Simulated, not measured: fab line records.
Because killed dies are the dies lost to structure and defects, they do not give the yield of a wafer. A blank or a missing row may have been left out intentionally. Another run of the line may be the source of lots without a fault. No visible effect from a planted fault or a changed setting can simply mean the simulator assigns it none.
fab line records + flow sky130
[record]
- lots = 12
- wafers = 36
- lastDay = 49
route steps=708 shown VIA3@594 METAL4@631 VIA4@641
lots that met no fault: taken from a fault-free run of the same line
startH: hours from the record's opening day to when the first of the lot's shown wafers began + waitH: time in hours since the lot's previous step + " repeats the value in the row above + L1.1+2: a row that stands for several wafers + - either no value or no given start + * or withheld: withheld + < > ~ a bound
route shown NAME@n: NAME is a module with steps in the file, n the number in the route of the first one + usual: average and standard deviation across the fault-free wafers + same: alike in all rows + chamber/n: place in a boat + sites: readings site by site + _std_site: standard deviation across them + _edge_site: outer sites' mean less inner sites' + radiusMm: for every site, how far away it sits from the centre of the wafer + mask NAME#n: copy n + behind: tool/chamber where the wafer was last shaped + hold: cause of the lot's hold/its duration in hours/its outcome + device: the n, p or np transistor that did not switch + end of line: tests of these same wafers at the route's end + step lacking rows: just its recipe + killed: not the wafer's yield, but the dies lost to structure and defects at the first sort + map: the dies of a wafer, with x for killed, . for not killed, _ for no die there
set.NAME: the run value of the setting; set.NAME@STEP: its run value at that earlier step + model.NAME: the simulator's own value behind a step, which no gauge read
steps of the route over a sample of lots; a table a step, a row a wafer
services: from which hour (startH, from the record's first day; less than 0 if before it) a tool's chamber was out of use, for how many hours, and why
[[steps]]
[step SKY_VIA3_CVD_21]
[recipe]
- material = W
- targetThkNm = 390
- timeS = 117.31
- tempC = 400
- pressureTorr = 40
[usual]
- heaterPowerW = 919/150
| lot.wafer | tool    | chamber | startH  | waitH | heaterPowerW |
|-----------|---------|---------|---------|-------|--------------|
| L404.2    | cvdW-02 | 0       | 950.10  | 0.0   | 916          |
| L404.3    | "       | 1       | "       | "     | 741          |
| L404.4    | "       | 0       | "       | "     | 926          |
| L407.2    | cvdW-02 | 1       | 962.19  | 0.0   | 748          |
| L407.3    | "       | 0       | "       | "     | 912          |
| L407.4    | "       | 1       | "       | "     | 774          |
| L408.1    | cvdW-01 | 0       | 963.20  | 0.1   | 852          |
| L408.2    | "       | 1       | "       | "     | 1153         |
| L408.6    | "       | 0       | "       | "     | 846          |
| L410.2    | cvdW-01 | 0       | 973.19  | 0.0   | 853          |
| L410.3    | "       | 1       | "       | "     | 1129         |
| L410.4    | "       | 0       | "       | "     | 810          |
| L411.3    | cvdW-01 | 1       | 986.82  | 0.1   | 1160         |
| L411.4    | "       | 0       | "       | "     | 820          |
| L411.5    | "       | 0       | "       | "     | 823          |
| L412.3    | cvdW-02 | 1       | 988.32  | 0.1   | 744          |
| L412.4    | "       | 0       | "       | "     | 908          |
| L412.6    | "       | 0       | "       | "     | 910          |
| L413.1    | cvdW-02 | 0       | 1002.50 | 0.0   | 896          |
| L413.2    | "       | 1       | "       | "     | 755          |
| L413.5    | "       | 0       | "       | "     | 911          |
| L414.1    | cvdW-02 | 1       | 1010.70 | 0.0   | 770          |
| L414.3    | "       | 0       | "       | "     | 930          |
| L414.6    | "       | 0       | "       | "     | 900          |
| L416.2    | cvdW-01 | 1       | 1053.55 | 0.0   | 1163         |
| L416.3    | "       | 0       | "       | "     | 866          |
| L416.5    | "       | 1       | "       | "     | 1159         |
| L418.2    | cvdW-01 | 1       | 1056.79 | 0.0   | 1152         |
| L418.4    | "       | 0       | "       | "     | 844          |
| L418.5    | "       | 0       | "       | "     | 859          |
| L422.2    | cvdW-02 | 1       | 1058.44 | 0.0   | 764          |
| L422.3    | "       | 1       | "       | "     | 760          |
| L422.4    | "       | 0       | "       | "     | 946          |
| L423.1    | cvdW-02 | 0       | 1064.84 | 0.0   | 930          |
| L423.3    | "       | 1       | "       | "     | 735          |
| L423.6    | "       | 1       | "       | "     | 739          |
[step SKY_METAL4_DESCUM_15]
[recipe]
- chemistry = O2
- sourcePowerW = 150
- biasPowerW = 0
- pressureMtorr = 10
- tempC = 40
- timeS = 8
[usual]
- drypumpMotorCurrentA = 5.7/0.43
- oesProductAu = 0.997/0.0098
| lot.wafer | tool        | chamber | startH  | waitH | drypumpMotorCurrentA | oesProductAu | rfHoursCounterH |
|-----------|-------------|---------|---------|-------|----------------------|--------------|-----------------|
| L404.2    | rieMetal-02 | 1       | 998.08  | 0.0   | 6.0                  | 0.988        | 19              |
| L404.3    | "           | 1       | "       | "     | 6.0                  | 0.989        | -               |
| L404.4    | "           | 0       | "       | "     | 5.1                  | 0.995        | -               |
| L407.2    | rieMetal-02 | 1       | 1010.93 | 0.0   | 6.0                  | 0.986        | 19              |
| L407.3    | "           | 1       | "       | "     | 6.0                  | 0.994        | -               |
| L407.4    | "           | 0       | "       | "     | 5.1                  | 0.992        | -               |
| L408.1    | rieMetal-02 | 0       | 1011.91 | 0.0   | 5.1                  | 1.002        | 24              |
| L408.2    | "           | 1       | "       | "     | 6.0                  | 0.998        | 20              |
| L408.6    | "           | 1       | "       | "     | 5.9                  | 1.003        | -               |
| L410.2    | rieMetal-01 | 1       | 1020.93 | 0.0   | 5.8                  | 0.988        | 19              |
| L410.3    | "           | 1       | "       | "     | 5.8                  | 0.981        | -               |
| L410.4    | "           | 0       | "       | "     | 5.9                  | 1.011        | -               |
| L411.3    | rieMetal-02 | 1       | 1034.57 | 0.0   | 5.9                  | 0.985        | -               |
| L411.4    | "           | 1       | "       | "     | 6.0                  | 0.992        | -               |
| L411.5    | "           | 1       | "       | "     | 6.0                  | 0.977        | -               |
| L412.3    | rieMetal-01 | 0       | 1035.29 | 0.0   | 6.0                  | 1.013        | -               |
| L412.4    | "           | 1       | "       | "     | 5.8                  | 0.993        | -               |
| L412.6    | "           | 0       | "       | "     | 6.0                  | 1.013        | -               |
| L413.1    | rieMetal-01 | 1       | 1048.56 | 0.0   | 5.8                  | 0.990        | 22              |
| L413.2    | "           | 0       | "       | "     | 6.0                  | 1.010        | 18              |
| L413.5    | "           | 1       | "       | "     | 5.8                  | 0.998        | -               |
| L414.1    | rieMetal-02 | 1       | 1057.15 | 0.0   | 5.9                  | 0.992        | 24              |
| L414.3    | "           | 0       | "       | "     | 5.1                  | 1.016        | -               |
| L414.6    | "           | 1       | "       | "     | 5.9                  | 1.007        | -               |
| L416.2    | rieMetal-04 | 0       | 1097.93 | 0.0   | 6.3                  | 0.991        | 9               |
| L416.3    | "           | 0       | "       | "     | 6.3                  | 1.002        | -               |
| L416.5    | "           | 0       | "       | "     | 6.3                  | 0.999        | -               |
| L418.2    | rieMetal-04 | 0       | 1100.75 | 0.0   | 6.3                  | 0.993        | 9               |
| L418.4    | "           | 0       | "       | "     | 6.3                  | 1.002        | -               |
| L418.5    | "           | 0       | "       | "     | 6.3                  | 1.002        | -               |
| L422.2    | rieMetal-02 | 0       | 1102.41 | 0.0   | 5.1                  | 0.997        | -               |
| L422.3    | "           | 0       | "       | "     | 5.1                  | 1.008        | -               |
| L422.4    | "           | 0       | "       | "     | 5.1                  | 0.999        | -               |
| L423.1    | rieMetal-04 | 0       | 1108.48 | 0.0   | 6.3                  | 0.996        | 10              |
| L423.3    | "           | 0       | "       | "     | 6.3                  | 0.996        | -               |
| L423.6    | "           | 0       | "       | "     | 6.3                  | 1.003        | -               |
[step SKY_METAL4_METAL_ETCH_18]
[recipe]
- targetDepthA = 8450
- stopOn = SiO2
- overEtchFrac = 0.3
- timeS = 183.1
- chemistry = Cl2/BCl3
- resistSidewallDeg = 88
- pressureMtorr = 10
- icpW = 900
- biasW = 48.5
- Cl2_flow_sccm = 60
- bcl3FlowSccm = 30
[usual]
- chamberPressureMTorr = 10.001/0.0094
- drypumpMotorCurrentA = 5.6/0.45
- oesProductAu = 0.867/0.0061
- throttleValvePct = 22.264/0.0099
| lot.wafer | tool        | chamber | startH  | waitH | chamberPressureMTorr | drypumpMotorCurrentA | oesProductAu | rfHoursCounterH | throttleValvePct |
|-----------|-------------|---------|---------|-------|----------------------|----------------------|--------------|-----------------|------------------|
| L404.2    | rieMetal-01 | 0       | 998.23  | 0.0   | 10.014               | 5.9                  | 0.865        | 14              | 22.250           |
| L404.3    | "           | 0       | "       | "     | 10.004               | 5.9                  | 0.876        | -               | 22.272           |
| L404.4    | "           | 1       | "       | "     | 10.004               | 5.8                  | 0.866        | -               | 22.258           |
| L407.2    | rieMetal-01 | 0       | 1011.08 | 0.0   | 9.992                | 6.0                  | 0.872        | 15              | 22.262           |
| L407.3    | "           | 1       | "       | "     | 9.985                | 5.8                  | 0.880        | -               | 22.261           |
| L407.4    | "           | 0       | "       | "     | 10.010               | 6.0                  | 0.870        | -               | 22.260           |
| L408.1    | rieMetal-04 | 1       | 1012.06 | 0.0   | 10.000               | 5.4                  | 0.863        | 9               | 22.258           |
| L408.2    | "           | 0       | "       | "     | 9.989                | 6.3                  | 0.856        | 4               | 22.264           |
| L408.6    | "           | 0       | "       | "     | 10.005               | 6.3                  | 0.869        | -               | 22.257           |
| L410.2    | rieMetal-02 | 0       | 1021.08 | 0.0   | 9.984                | 5.1                  | 0.875        | 24              | 22.265           |
| L410.3    | "           | 0       | "       | "     | 9.992                | 5.1                  | 0.871        | -               | 22.252           |
| L410.4    | "           | 1       | "       | "     | 10.001               | 6.0                  | 0.881        | -               | 22.270           |
| L411.3    | rieMetal-04 | 1       | 1034.88 | 0.1   | 9.998                | 5.4                  | 0.875        | -               | 22.263           |
| L411.4    | "           | 0       | "       | "     | 10.006               | 6.3                  | 0.878        | -               | 22.251           |
| L411.5    | "           | 0       | "       | "     | 10.006               | 6.3                  | 0.873        | -               | 22.270           |
| L412.3    | rieMetal-02 | 1       | 1035.55 | 0.1   | 9.987                | 5.9                  | 0.859        | -               | 22.275           |
| L412.4    | "           | 1       | "       | "     | 9.995                | 6.0                  | 0.856        | -               | 22.256           |
| L412.6    | "           | 1       | "       | "     | 9.992                | 5.9                  | 0.864        | -               | 22.250           |
| L413.1    | rieMetal-02 | 1       | 1048.71 | 0.0   | 10.003               | 6.0                  | 0.862        | 23              | 22.258           |
| L413.2    | "           | 1       | "       | "     | 10.002               | 5.9                  | 0.862        | -               | 22.259           |
| L413.5    | "           | 1       | "       | "     | 9.993                | 6.0                  | 0.853        | -               | 22.288           |
| L414.1    | rieMetal-04 | 1       | 1057.30 | 0.0   | 10.003               | 5.4                  | 0.862        | 11              | 22.265           |
| L414.3    | "           | 1       | "       | "     | 9.974                | 5.4                  | 0.858        | -               | 22.255           |
| L414.6    | "           | 0       | "       | "     | 9.999                | 6.3                  | 0.863        | -               | 22.276           |
| L416.2    | rieMetal-02 | 0       | 1098.08 | 0.0   | 10.005               | 5.1                  | 0.865        | 1               | 22.275           |
| L416.3    | "           | 0       | "       | "     | 9.987                | 5.1                  | 0.866        | -               | 22.252           |
| L416.5    | "           | 1       | "       | "     | 10.014               | 6.0                  | 0.865        | -               | 22.263           |
| L418.2    | rieMetal-02 | 1       | 1100.90 | 0.0   | 10.004               | 5.9                  | 0.864        | 30              | 22.282           |
| L418.4    | "           | 1       | "       | "     | 10.006               | 6.0                  | 0.871        | -               | 22.261           |
| L418.5    | "           | 1       | "       | "     | 10.013               | 6.0                  | 0.863        | -               | 22.246           |
| L422.2    | rieMetal-02 | 0       | 1102.74 | 0.1   | 12.000               | 5.1                  | 0.857        | -               | 22.249           |
| L422.3    | "           | 0       | "       | "     | 11.995               | 5.1                  | 0.873        | -               | 22.272           |
| L422.4    | "           | 0       | "       | "     | 11.989               | 5.1                  | 0.868        | -               | 22.280           |
| L423.1    | rieMetal-02 | 0       | 1108.63 | 0.0   | 12.015               | 5.1                  | 0.882        | 4               | 22.267           |
| L423.3    | "           | 0       | "       | "     | 12.000               | 5.1                  | 0.870        | -               | 22.259           |
| L423.6    | "           | 0       | "       | "     | 12.004               | 5.1                  | 0.871        | -               | 22.273           |
[step SKY_VIA4_CMP_02]
[recipe]
- material = SiO2
- downForcePsi = 4
- platenRpm = 60
- padVelocityMS = 0.94248
[usual]
- motorCurrentA = 12.8/1.5
- retainingRingPressureFrac = 1.000/0.0048
- slurryFlowMlMin = 150.0/0.43
| lot.wafer | tool   | chamber | startH  | waitH | motorCurrentA | retainingRingPressureFrac | slurryFlowMlMin |
|-----------|--------|---------|---------|-------|---------------|---------------------------|-----------------|
| L404.3    | cmp-02 | 3       | 999.24  | 0.0   | 13.0          | 1.000                     | 149.3           |
| L404.4    | "      | 1       | "       | "     | 13.1          | 0.999                     | 149.8           |
| L404.2    | "      | 2       | "       | "     | 14.8          | 1.008                     | 150.3           |
| L407.3    | cmp-01 | 3       | 1012.09 | 0.0   | 14.5          | 0.999                     | 150.4           |
| L407.4    | "      | 1       | "       | "     | 10.7          | 0.998                     | 149.8           |
| L407.2    | "      | 2       | "       | "     | 14.0          | 1.002                     | 149.8           |
| L408.1    | cmp-01 | 2       | 1013.07 | 0.1   | 13.6          | 1.000                     | 149.6           |
| L408.2    | "      | 3       | "       | "     | 14.9          | 0.992                     | 149.1           |
| L408.6    | "      | 2       | "       | "     | 13.9          | 1.002                     | 149.7           |
| L410.2    | cmp-02 | 0       | 1022.09 | 0.0   | 11.4          | 0.999                     | 150.0           |
| L410.3    | "      | 1       | "       | "     | 13.2          | 0.998                     | 150.2           |
| L410.4    | "      | 3       | "       | "     | 13.2          | 1.003                     | 150.2           |
| L411.3    | cmp-01 | 3       | 1035.91 | 0.1   | 15.2          | 1.009                     | 149.1           |
| L411.4    | "      | 0       | "       | "     | 11.1          | 1.000                     | 149.2           |
| L411.5    | "      | 3       | "       | "     | 14.0          | 1.001                     | 150.4           |
| L412.3    | cmp-01 | 0       | 1036.62 | 0.0   | 11.2          | 0.993                     | 149.9           |
| L412.4    | "      | 2       | "       | "     | 13.6          | 1.007                     | 151.0           |
| L412.6    | "      | 1       | "       | "     | 11.1          | 1.000                     | 150.5           |
| L413.2    | cmp-02 | 3       | 1049.99 | 0.1   | 13.2          | 1.004                     | 150.0           |
| L413.1    | "      | 0       | "       | "     | 10.9          | 0.995                     | 150.6           |
| L413.5    | "      | 1       | "       | "     | 12.9          | 1.000                     | 149.2           |
| L414.1    | cmp-02 | 3       | 1058.30 | 0.1   | 13.0          | 1.001                     | 150.9           |
| L414.3    | "      | 2       | "       | "     | 14.0          | 0.999                     | 149.9           |
| L414.6    | "      | 3       | "       | "     | 13.5          | 0.994                     | 151.3           |
| L416.3    | cmp-01 | 1       | 1099.09 | 0.0   | 10.7          | 0.996                     | 149.2           |
| L416.2    | "      | 3       | "       | "     | 15.1          | 1.001                     | 150.6           |
| L416.5    | "      | 2       | "       | "     | 13.6          | 0.993                     | 150.2           |
| L418.2    | cmp-02 | 0       | 1101.95 | 0.1   | 11.0          | 0.996                     | 149.7           |
| L418.4    | "      | 2       | "       | "     | 14.6          | 1.001                     | 149.7           |
| L418.5    | "      | 0       | "       | "     | 11.6          | 1.001                     | 150.3           |
| L422.3    | cmp-01 | 1       | 1103.91 | 0.1   | 10.8          | 1.003                     | 149.3           |
| L422.2    | "      | 2       | "       | "     | 13.8          | 0.998                     | 150.0           |
| L422.4    | "      | 3       | "       | "     | 14.3          | 1.010                     | 149.4           |
| L423.1    | cmp-01 | 2       | 1109.87 | 0.1   | 14.2          | 0.996                     | 149.8           |
| L423.3    | "      | 3       | "       | "     | 14.8          | 0.994                     | 150.2           |
| L423.6    | "      | 2       | "       | "     | 13.3          | 1.000                     | 150.3           |
[[services]]
| tool        | chamber | startH  | hours | kind                          |
|-------------|---------|---------|-------|-------------------------------|
| rieMetal-01 | 0       | 934.17  | 15.7  | repair                        |
| cmp-02      | -       | 944.08  | 5.3   | pm                            |
| cmp-01      | -       | 951.34  | 1.1   | repair                        |
| cmp-01      | -       | 951.41  | 1.3   | repair                        |
| rieMetal-02 | -       | 960.59  | 2.8   | pm                            |
| cvdW-02     | -       | 962.80  | 6.9   | pm                            |
| rieMetal-04 | 0       | 978.23  | 7.5   | repair                        |
| cmp-02      | -       | 1012.77 | 1.6   | repair                        |
| rieMetal-04 | -       | 1023.89 | 2.8   | pm                            |
| rieMetal-02 | 0       | 1026.25 | -     | clean                         |
| rieMetal-02 | 0       | 1026.25 | 24.7  | scheduledDown                 |
| rieMetal-02 | 0       | 1026.25 | 24.7  | ventCycle                     |
| cvdW-02     | 0       | 1035.15 | -     | calibration                   |
| cmp-02      | -       | 1042.36 | 1.5   | repair                        |
| rieMetal-02 | 0       | 1070.93 | 26.7  | repair                        |
| rieMetal-04 | 1       | 1078.22 | 9.3   | repair                        |
| cmp-02      | -       | 1084.00 | 4.0   | pm                            |
| cmp-02      | -       | 1088.00 | -     | consumableReplace:conditioner |
| cmp-02      | -       | 1088.00 | -     | consumableReplace:pad         |
| rieMetal-01 | -       | 1098.88 | 14.6  | pm                            |
| rieMetal-02 | 1       | 1101.87 | -     | clean                         |
| rieMetal-02 | 1       | 1101.87 | 32.4  | scheduledDown                 |
| rieMetal-02 | 1       | 1101.87 | 32.4  | ventCycle                     |
[[key]]
[firstSign]
- step = SKY_METAL4_METAL_ETCH_18
- reading = chamberPressureMTorr
- direction = up
- sigmas = 99+
- usual = 10.001
- struck = 12.000
effect none on later readings
metAt SKY_METAL4_METAL_ETCH_18
struckLots L422,L423
notActingAt SKY_VIA3_CVD_21,SKY_METAL4_DESCUM_15,SKY_VIA4_CMP_02
onsetBetween 1100.90 1102.74
[fault]
- kind = processParameterDrift
- tool = rieMetal-02
- chamber = -
- onsetH = 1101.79
- steps = SKY_METAL4_METAL_ETCH_18
- channel = pressureMtorr
- offset = 2
- shape = step
- endH = 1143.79
- actsIn = theseRecipesOnly
- stated = 10
